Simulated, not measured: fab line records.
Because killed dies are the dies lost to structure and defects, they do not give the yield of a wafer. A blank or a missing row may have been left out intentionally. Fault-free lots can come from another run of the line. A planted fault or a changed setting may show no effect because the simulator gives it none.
Split-lot study :: flow sky130 :: 23 wafers read from 5 lots, route of 708 steps

== ON THE SPLIT ==
At SKY_GATE_OXIDE_OXIDATION_01 (stabilise 600 s, purge 300 s, target thk 10.268 nm), the setting oxTimeS was moved away from the recipe's 1473 s on 15 of the 23 wafers read, by -7.1% to +9.8%. This setting was run at the recipe's value on the other wafers.

The reading comes from the split's own step.

== THE READING ==
SiO2_of_GATE_OXIDE_OXIDATION_01.thkNm (the simulator's own value, which no gauge read), in nm, at SKY_GATE_OXIDE_OXIDATION_01 (stabilise 600 s, purge 300 s, target thk 10.268 nm). The file gives no usual value for it. Average 10.138 nm, standard deviation 0.23 nm, over the 8 wafers here run with the recipe.

wafer: L077.1
tool, chamber at the split: furnace-01, 0
oxTimeS as run, s: 1473
against the recipe: recipe
SiO2_of_GATE_OXIDE_OXIDATION_01.thkNm, nm: 10.51
against lot-mates on the recipe: -

wafer: L077.4
tool, chamber at the split: furnace-01, 0
oxTimeS as run, s: 1473
against the recipe: recipe
SiO2_of_GATE_OXIDE_OXIDATION_01.thkNm, nm: 10.34
against lot-mates on the recipe: -

wafer: L077.5
tool, chamber at the split: furnace-01, 0
oxTimeS as run, s: 1473
against the recipe: recipe
SiO2_of_GATE_OXIDE_OXIDATION_01.thkNm, nm: 10.38
against lot-mates on the recipe: -

wafer: L079.1
tool, chamber at the split: -, -
oxTimeS as run, s: 1612
against the recipe: +9.4%
SiO2_of_GATE_OXIDE_OXIDATION_01.thkNm, nm: 10.89
against lot-mates on the recipe: no lot-mate on the recipe

wafer: L079.2
tool, chamber at the split: -, -
oxTimeS as run, s: 1612
against the recipe: +9.4%
SiO2_of_GATE_OXIDE_OXIDATION_01.thkNm, nm: 10.9
against lot-mates on the recipe: no lot-mate on the recipe

wafer: L079.4
tool, chamber at the split: -, -
oxTimeS as run, s: 1612
against the recipe: +9.4%
SiO2_of_GATE_OXIDE_OXIDATION_01.thkNm, nm: 11
against lot-mates on the recipe: no lot-mate on the recipe

wafer: L079.5
tool, chamber at the split: -, -
oxTimeS as run, s: 1612
against the recipe: +9.4%
SiO2_of_GATE_OXIDE_OXIDATION_01.thkNm, nm: 11.07
against lot-mates on the recipe: no lot-mate on the recipe

wafer: L079.6
tool, chamber at the split: -, -
oxTimeS as run, s: 1612
against the recipe: +9.4%
SiO2_of_GATE_OXIDE_OXIDATION_01.thkNm, nm: 10.91
against lot-mates on the recipe: no lot-mate on the recipe

wafer: L082.1
tool, chamber at the split: -, -
oxTimeS as run, s: 1618
against the recipe: +9.8%
SiO2_of_GATE_OXIDE_OXIDATION_01.thkNm, nm: 11.08
against lot-mates on the recipe: no lot-mate on the recipe

wafer: L082.2
tool, chamber at the split: -, -
oxTimeS as run, s: 1618
against the recipe: +9.8%
SiO2_of_GATE_OXIDE_OXIDATION_01.thkNm, nm: 10.97
against lot-mates on the recipe: no lot-mate on the recipe

wafer: L082.4
tool, chamber at the split: -, -
oxTimeS as run, s: 1618
against the recipe: +9.8%
SiO2_of_GATE_OXIDE_OXIDATION_01.thkNm, nm: 11.03
against lot-mates on the recipe: no lot-mate on the recipe

wafer: L082.5
tool, chamber at the split: -, -
oxTimeS as run, s: 1618
against the recipe: +9.8%
SiO2_of_GATE_OXIDE_OXIDATION_01.thkNm, nm: 10.87
against lot-mates on the recipe: no lot-mate on the recipe

wafer: L082.6
tool, chamber at the split: -, -
oxTimeS as run, s: 1618
against the recipe: +9.8%
SiO2_of_GATE_OXIDE_OXIDATION_01.thkNm, nm: 10.98
against lot-mates on the recipe: no lot-mate on the recipe

wafer: L083.1
tool, chamber at the split: -, -
oxTimeS as run, s: 1473
against the recipe: recipe
SiO2_of_GATE_OXIDE_OXIDATION_01.thkNm, nm: 9.914
against lot-mates on the recipe: -

wafer: L083.2
tool, chamber at the split: -, -
oxTimeS as run, s: 1473
against the recipe: recipe
SiO2_of_GATE_OXIDE_OXIDATION_01.thkNm, nm: 10.12
against lot-mates on the recipe: -

wafer: L083.3
tool, chamber at the split: -, -
oxTimeS as run, s: 1473
against the recipe: recipe
SiO2_of_GATE_OXIDE_OXIDATION_01.thkNm, nm: 9.901
against lot-mates on the recipe: -

wafer: L083.4
tool, chamber at the split: -, -
oxTimeS as run, s: 1473
against the recipe: recipe
SiO2_of_GATE_OXIDE_OXIDATION_01.thkNm, nm: 10.01
against lot-mates on the recipe: -

wafer: L083.6
tool, chamber at the split: -, -
oxTimeS as run, s: 1473
against the recipe: recipe
SiO2_of_GATE_OXIDE_OXIDATION_01.thkNm, nm: 9.927
against lot-mates on the recipe: -

wafer: L085.1
tool, chamber at the split: -, -
oxTimeS as run, s: 1369
against the recipe: -7.1%
SiO2_of_GATE_OXIDE_OXIDATION_01.thkNm, nm: 9.886
against lot-mates on the recipe: no lot-mate on the recipe

wafer: L085.2
tool, chamber at the split: -, -
oxTimeS as run, s: 1369
against the recipe: -7.1%
SiO2_of_GATE_OXIDE_OXIDATION_01.thkNm, nm: 9.981
against lot-mates on the recipe: no lot-mate on the recipe

wafer: L085.4
tool, chamber at the split: -, -
oxTimeS as run, s: 1369
against the recipe: -7.1%
SiO2_of_GATE_OXIDE_OXIDATION_01.thkNm, nm: 9.708
against lot-mates on the recipe: no lot-mate on the recipe

wafer: L085.5
tool, chamber at the split: -, -
oxTimeS as run, s: 1369
against the recipe: -7.1%
SiO2_of_GATE_OXIDE_OXIDATION_01.thkNm, nm: 9.743
against lot-mates on the recipe: no lot-mate on the recipe

wafer: L085.6
tool, chamber at the split: -, -
oxTimeS as run, s: 1369
against the recipe: -7.1%
SiO2_of_GATE_OXIDE_OXIDATION_01.thkNm, nm: 9.873
against lot-mates on the recipe: no lot-mate on the recipe

THE FIT
A straight line over all 23 wafers: SiO2_of_GATE_OXIDE_OXIDATION_01.thkNm changes by +0.0715 nm for each +1% of oxTimeS; r = +0.94; the points scatter about the line by 0.18 nm.
Too few moved wafers have a lot-mate on the recipe to fit a line with each lot's own level taken away.

== FILE'S OWN FIT ==
SiO2_of_GATE_OXIDE_OXIDATION_01.thkNm changes by +0.0715 nm for each +1% of oxTimeS, r = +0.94.
